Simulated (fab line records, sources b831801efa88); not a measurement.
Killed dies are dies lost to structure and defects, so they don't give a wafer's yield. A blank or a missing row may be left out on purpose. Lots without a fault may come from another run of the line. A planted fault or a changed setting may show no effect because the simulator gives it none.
Chamber matching | flow sky130 | SKY_VIA1_HDPCVD_00 on hdpcvd-01: 3 sister chambers
The step deposits SiO2, target thk 1030 nm, time 171.7 s. 6 wafers are shown with their chamber, then 8 later ones without.

WAFERS WITH THEIR CHAMBER
wafer  | chamber | sih4_flow_sccm (sccm)
L680.4 | 0       | 60.08
L680.6 | 1       | 59.95
L682.1 | 0       | 60.00
L682.4 | 2       | 59.77
L682.5 | 1       | 60.24
L684.1 | 2       | 60.00

WAFERS WITHOUT THEIR CHAMBER
wafer  | sih4_flow_sccm (sccm)
L684.2 | 59.70
L684.6 | 60.11
L686.2 | 60.11
L686.3 | 59.71
L686.6 | 59.79
L687.2 | 60.05
L687.3 | 60.08
L687.5 | 59.93

WHICH CHAMBER EACH WENT THROUGH
wafer  | from the rows above          | in truth
L684.2 | can't be placed: 2 or 0 or 1 | 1
L684.6 | can't be placed: 1 or 0 or 2 | 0
L686.2 | can't be placed: 1 or 0 or 2 | 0
L686.3 | can't be placed: 2 or 0 or 1 | 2
L686.6 | can't be placed: 2 or 0 or 1 | 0
L687.2 | can't be placed: 0 or 1 or 2 | 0
L687.3 | can't be placed: 1 or 0 or 2 | 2
L687.5 | can't be placed: 2 or 0 or 1 | 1
Placed correctly: 0 of 8. Can't be placed from these rows: 8 (the true chamber is among the candidates in 8). Placed wrongly: 0.
How it was worked out, from the rows above alone: a wafer's distance from a chamber is the root of the sum, over the readings, of the square of ((its reading less the chamber's mean) divided by the reading's scatter). The wafer belongs to the nearest chamber; if the next one is less than 2 further off, it can't be placed. A chamber's mean is the mean of its shown wafers. The scatter: the root of (the sum of the squares of (reading less its chamber's mean) over the shown wafers, divided by (wafers less chambers)).
